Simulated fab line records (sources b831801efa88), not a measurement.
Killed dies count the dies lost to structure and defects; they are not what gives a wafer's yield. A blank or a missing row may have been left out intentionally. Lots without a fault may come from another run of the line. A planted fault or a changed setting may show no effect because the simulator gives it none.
Which tool is to blame? | flow sky130 | 21 wafers sampled from 7 lots at 1 step of a route of 708

WHAT THE GAUGES SHOWED, per wafer
SKY_VT_ADJUST_LVTN_TW_MEAS_21.
lot  | measured     | on           | VT_ADJUST_LVTN_2_TW
L121 | day 7 23:54  | filmMetro-03 | 185.9 185.7 186.9
L127 | day 9 17:17  | filmMetro-01 | 189.6 190.0 190.5
L134 | day 11 20:35 | filmMetro-03 | 184.2 186.1 186.2
L136 | day 12 04:17 | filmMetro-03 | 184.3 184.4 183.5
L138 | day 12 20:50 | filmMetro-03 | 183.5 183.6 183.3
L141 | day 13 15:44 | filmMetro-04 | 188.0 188.7 188.9
L143 | day 14 07:47 | filmMetro-01 | 188.1 188.2 187.9

TOOL THAT RAN EACH LOT (tool first, then ch and the chambers of the sampled wafers, then the start)
There is no process step in the record ahead of these readings.

THE ANSWER, worked out from the rows above alone
Rule: the lots themselves supply what counts as usual. The widest of any qualifying gaps counts: lots, ordered by their means at a reading, are off when they make up no more than a third of the lots, leave a main group of 4 or more, and stand apart from it by 3 or more times the standard deviation of that group's means. The tables above print the reading to a certain number of digits; a main group whose means all agree to those digits is not used. Also off: a lot with no number at a reading for which 4 or more lots have one. Any other lot the step has rows for is counted as sound.
Across all readings shown, no lot is off: no conclusion can be drawn from this.

WHAT WAS PUT IN BY THE SIMULATOR
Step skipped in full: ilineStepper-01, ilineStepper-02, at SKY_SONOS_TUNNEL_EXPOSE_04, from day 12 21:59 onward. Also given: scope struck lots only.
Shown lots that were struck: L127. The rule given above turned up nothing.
